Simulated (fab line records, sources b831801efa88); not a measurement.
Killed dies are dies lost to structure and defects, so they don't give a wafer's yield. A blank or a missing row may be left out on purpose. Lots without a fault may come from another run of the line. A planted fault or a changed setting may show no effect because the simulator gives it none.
fab line records | flow sky130
record lots=6 wafers=18 last_day=50
route steps=708 shown LDD_HVP@285 LDD_LDN@289
lots that met no fault: from a run of the same line without faults
start_h: hours from the record's first day to the start of the lot's first wafer shown | wait_h: hours since the lot's step before | " the same as in the row above | L1.1+2: a row that stands for several wafers | - no value, or no start given | * or withheld: withheld | < > ~ a bound
route shown NAME@n: a module of which the file shows steps, and the number in the route of the first | usual: mean/standard deviation of fault-free wafers | same: alike in all rows | chamber/n: place in a boat | sites: the reading at each site | _std_site: their standard deviation | _edge_site: outer sites' mean less inner sites' | radius_mm: how far each site lies from the wafer's centre | mask NAME#n: copy n | behind: the tool/chamber that last shaped the wafer | hold: why the lot was held/for how many hours/how that ended | device: the transistor (n, p or np) that didn't switch | end of line: the same wafers' tests at the end of the route | a step without rows: its recipe alone | killed: dies lost to structure and defects at the first sort, not the wafer's yield | map: a wafer's dies, x killed, . not, _ none there
set.NAME: the setting as run; set.NAME@STEP: as run at that earlier step | model.NAME: the simulator's own value behind a step, which no gauge read
lots at some steps of the route; a table a step, a row a wafer
services: from which hour (start_h, from the record's first day; less than 0 if before it) a tool's chamber was out of use, for how many hours, and why
## steps
# step SKY_LDD_HVP_OVL_MEAS_07
# usual LDD_HVP_OVL=0.2/1.3
# columns lot.wafer tool chamber start_h wait_h LDD_HVP_OVL[nm]
L833.1 overlay-02 - 521.35 0.1 1.8
L833.2 " - " " 1.8
L833.6 " - " " 2.0
L835.1 overlay-02 - 547.11 0.1 1.5
L835.3 " - " " 1.4
L835.4 " - " " -0.5
L836.3 overlay-01 - 562.10 0.1 -0.3
L836.4 " - " " 0.3
L836.6 " - " " -1.5
L847.1 overlay-02 - 649.59 0.1 -1.0
L847.3 " - " " -0.7
L847.5 " - " " 0.4
L848.1 overlay-01 - 662.06 0.1 -1.7
L848.2 " - " " -0.5
L848.5 " - " " 1.2
L851.2 overlay-02 - 683.70 0.1 -0.5
L851.5 " - " " 2.5
L851.6 " - " " 1.1
# step SKY_LDD_HVP_IMPLANT_08
# recipe species=B energy_kev=20 dose_cm2=1.7e+13 tilt_deg=17.9
# step SKY_LDD_HVP_STRIP_09
# recipe chemistry=O2/N2 power_w=1400 pressure_mtorr=1500 platen_temp_c=withheld o2_flow_sccm=3000 n2_flow_sccm=300 overash_fraction=0.5
# usual drypump_motor_current_A=5.3/0.34 oes_product_au=0.409/0.0048 strip_time_to_endpoint_s=4.127/0.016
# columns lot.wafer tool chamber start_h wait_h drypump_motor_current_A oes_product_au rf_hours_counter_h strip_time_to_endpoint_s
L833.1 plasma_asher-04 1 521.53 0.1 5.3 0.410 40 4.127
L833.2 " 0 " " 5.5 0.405 40 4.088
L833.6 " 1 " " 5.3 0.411 - 4.116
L835.1 plasma_asher-01 0 547.30 0.1 5.8 0.409 88 4.135
L835.3 " 0 " " 5.9 0.406 - 4.138
L835.4 " 1 " " 4.7 0.413 - 4.124
L836.3 plasma_asher-01 1 562.31 0.1 4.7 0.410 - 4.121
L836.4 " 0 " " 5.8 0.408 - 4.122
L836.6 " 0 " " 5.8 0.401 - 4.116
L847.1 plasma_asher-03 1 649.78 0.1 5.3 0.403 22 4.129
L847.3 " 1 " " 5.3 0.407 - 4.131
L847.5 " 0 " " 5.2 0.411 - 4.122
L848.1 plasma_asher-01 0 662.25 0.1 5.8 0.408 100 4.119
L848.2 " 1 " " 4.7 0.409 100 4.151
L848.5 " 0 " " 5.8 0.407 - 4.138
L851.2 plasma_asher-04 1 683.88 0.1 5.3 0.413 55 4.120
L851.5 " 1 " " 5.3 0.408 - 4.127
L851.6 " 0 " " 5.6 0.417 - 4.125
# step SKY_LDD_HVP_TW_MEAS_10
# usual LDD_HVP_TW=457.6/2.1
# columns lot.wafer tool chamber start_h wait_h LDD_HVP_TW
L833.1 film_metro-02 - 521.63 0.1 459.1
L833.2 " - " " 460.0
L833.6 " - " " 459.5
L835.1 film_metro-03 - 547.40 0.1 458.6
L835.3 " - " " 457.7
L835.4 " - " " 459.5
L836.3 film_metro-04 - 562.40 0.1 456.5
L836.4 " - " " 457.4
L836.6 " - " " 457.0
L847.1 film_metro-04 - 649.88 0.1 456.3
L847.3 " - " " 456.9
L847.5 " - " " 457.0
L848.1 film_metro-04 - 662.35 0.1 458.9
L848.2 " - " " 456.8
L848.5 " - " " 458.2
L851.2 film_metro-04 - 683.99 0.1 457.2
L851.5 " - " " 456.8
L851.6 " - " " 456.7
# step SKY_LDD_LDN_DEHYDRATE_00
# recipe temp_c=200 time_s=60
# step SKY_LDD_LDN_HMDS_01
# recipe prime_time_s=60 prime_temp_c=120
# step SKY_LDD_LDN_COAT_02
# recipe resist=NOVOLAK spin_rpm=3000 resist_thk_nm=1140
# step SKY_LDD_LDN_SOFTBAKE_03
# recipe temp_c=90 time_s=60 resist=NOVOLAK
# step SKY_LDD_LDN_EXPOSE_04
# recipe mask_id=LDNTM na=0.6 source_shape=conventional sigma_outer=0.6 polarization=unpolarized target_cd_nm=700 dose_mj=140
# step SKY_LDD_LDN_PEB_05
# recipe temp_c=withheld time_s=* resist=NOVOLAK
# step SKY_LDD_LDN_DEVELOP_06
# recipe resist=NOVOLAK developer=TMAH develop_time_s=60 dev_temp_c=23
# step SKY_LDD_LDN_OVL_MEAS_07
# usual LDD_LDN_OVL=-0.1/1.2
# columns lot.wafer tool chamber start_h wait_h LDD_LDN_OVL[nm]
L833.1 overlay-01 - 551.54 0.1 -0.1
L833.2 " - " " -1.1
L833.6 " - " " -1.5
L835.1 overlay-02 - 578.03 0.1 1.1
L835.3 " - " " 0.7
L835.4 " - " " 1.3
L836.3 overlay-01 - 591.91 0.1 0.9
L836.4 " - " " 2.5
L836.6 " - " " 0.3
L847.1 overlay-02 - 678.94 0.1 -0.9
L847.3 " - " " -1.2
L847.5 " - " " -0.1
L848.1 overlay-02 - 690.70 0.1 -0.3
L848.2 " - " " -2.8
L848.5 " - " " -1.1
L851.2 overlay-01 - 712.21 0.1 -1.0
L851.5 " - " " -1.1
L851.6 " - " " 0.7
# step SKY_LDD_LDN_IMPLANT_08
# recipe species=As energy_kev=15 dose_cm2=1.25e+13 tilt_deg=withheld rotation_deg=23
# usual beam_energy_keV=15.000/0.0049 beam_on_s=9.98/0.22
# columns lot.wafer tool chamber start_h wait_h beam_energy_keV beam_on_s
L833.1 implanter-02 0 551.58 0.0 14.994 9.99
L833.2 " 0 " " 15.001 10.27
L833.6 " 0 " " 15.001 10.13
L835.1 implanter-03 - 578.07 0.0 - -
L835.3 " - " " - -
L835.4 " - " " - -
L836.3 implanter-02 - 591.98 0.1 - -
L836.4 " - " " - -
L836.6 " - " " - -
L847.1 implanter-03 0 678.98 0.0 15.001 9.67
L847.3 " 0 " " 15.004 9.82
L847.5 " 0 " " 14.998 9.76
L848.1 implanter-02 0 690.74 0.0 15.008 9.92
L848.2 " 0 " " 14.997 9.96
L848.5 " 0 " " 14.998 10.16
L851.2 implanter-01 0 712.26 0.0 14.997 9.68
L851.5 " 0 " " 15.002 9.58
L851.6 " 0 " " 15.003 9.84
# step SKY_LDD_LDN_IMPLANT_09
# recipe species=As energy_kev=15 dose_cm2=1.25e+13 tilt_deg=withheld rotation_deg=113
# step SKY_LDD_LDN_IMPLANT_10
# recipe species=As energy_kev=15 dose_cm2=1.25e+13 tilt_deg=withheld rotation_deg=203
# step SKY_LDD_LDN_IMPLANT_11
# recipe species=As energy_kev=15 dose_cm2=1.25e+13 tilt_deg=withheld rotation_deg=293
# step SKY_LDD_LDN_STRIP_12
# recipe chemistry=O2/N2 power_w=1400 pressure_mtorr=1500 platen_temp_c=withheld o2_flow_sccm=3000 n2_flow_sccm=300 overash_fraction=0.5
# usual drypump_motor_current_A=5.6/0.48 oes_product_au=0.715/0.0043 strip_time_to_endpoint_s=14.17/0.041
# columns lot.wafer tool chamber start_h wait_h drypump_motor_current_A oes_product_au rf_hours_counter_h strip_time_to_endpoint_s
L833.1 plasma_asher-04 0 552.18 0.1 5.5 0.713 43 14.12
L833.2 " 1 " " 5.3 0.716 43 14.16
L833.6 " 1 " " 5.3 0.717 - 14.18
L835.1 plasma_asher-02 1 578.67 0.1 5.8 0.721 76 14.26
L835.3 " 0 " " 6.1 0.712 - 14.23
L835.4 " 1 " " 5.8 0.706 - 14.21
L836.3 plasma_asher-04 1 592.57 0.1 5.3 0.722 - 14.18
L836.4 " 0 " " 5.5 0.721 - 14.20
L836.6 " 0 " " 5.5 0.715 - 14.15
L847.1 plasma_asher-01 0 679.58 0.1 5.9 0.714 101 14.18
L847.3 " 1 " " 4.7 0.718 - 14.18
L847.5 " 1 " " 4.8 0.714 - 14.23
L848.1 plasma_asher-02 1 691.34 0.1 5.8 0.716 87 14.12
L848.2 " 0 " " 6.1 0.717 87 14.11
L848.5 " 0 " " 6.1 0.720 - 14.10
L851.2 plasma_asher-01 0 712.84 0.1 5.9 0.719 104 14.21
L851.5 " 1 " " 4.7 0.708 - 14.22
L851.6 " 0 " " 5.9 0.714 - 14.21
# step SKY_LDD_LDN_TW_MEAS_13
# usual LDD_LDN_TW=1481/7.8
# columns lot.wafer tool chamber start_h wait_h LDD_LDN_TW
L833.1 film_metro-03 - 552.28 0.1 1481
L833.2 " - " " 1494
L833.6 " - " " 1489
L835.1 film_metro-01 - 578.77 0.1 1356
L835.3 " - " " 1349
L835.4 " - " " 1354
L836.3 film_metro-01 - 592.65 0.1 1347
L836.4 " - " " 1345
L836.6 " - " " 1351
L847.1 film_metro-03 - 679.68 0.1 1482
L847.3 " - " " 1482
L847.5 " - " " 1493
L848.1 film_metro-03 - 691.44 0.1 1486
L848.2 " - " " 1489
L848.5 " - " " 1495
L851.2 film_metro-03 - 712.95 0.1 1488
L851.5 " - " " 1490
L851.6 " - " " 1485
# step SKY_LDD_LDN_CLEAN_14
# recipe chemistry=SC1/SC2 mix=1:4:20 temp_c=70 time_s=150 dry=n2_spin
## services
# columns tool chamber start_h hours kind
implanter-01 - 520.50 3.8 repair
plasma_asher-01 - 526.68 3.8 repair
implanter-01 - 564.82 23.0 pm
implanter-03 - 566.30 1.8 repair
plasma_asher-02 - 601.70 2.8 pm
plasma_asher-04 - 630.79 3.5 repair
implanter-03 - 649.47 4.6 pm
plasma_asher-04 - 653.67 2.8 pm
plasma_asher-03 - 658.47 0.7 repair
implanter-02 - 682.51 5.3 repair
implanter-01 - 693.51 4.3 pm
## key
first_sign step=SKY_LDD_LDN_IMPLANT_08 reading=tool_record direction=missing
effect step=SKY_LDD_LDN_TW_MEAS_13 reading=LDD_LDN_TW direction=down sigmas=17 usual=1481 struck=1350
met_at SKY_LDD_LDN_IMPLANT_08
struck_wafers L835.1,L835.3,L835.4,L836.3,L836.4,L836.6
later_rows_left_out L835.1,L835.3,L835.4,L836.3,L836.4,L836.6
sort_left_out L835.1,L835.3,L835.4,L836.3,L836.4,L836.6
tester_left_out L835,L836
onset_between 551.58 578.07
fault kind=skipped_step_whole tool=implanter-02,implanter-03 chamber=- onset_h=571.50 steps=SKY_LDD_LDN_IMPLANT_08 scope=struck_lots_only
# tester_left_out: of these lots the tester's yield and bins aren't shown, on N5 and GAA mostly nor the transistor test; their killed dies are dies lost to structure and defects alone, not to doping, threshold or leakage, so they don't give the yield
# sort_left_out: the simulated sort isn't trusted on such a fault, so these wafers' sort isn't shown, and their yield isn't known
# later_rows_left_out: the simulator's readings of these wafers behind a module that went badly wrong aren't trusted and aren't shown, but for the sort
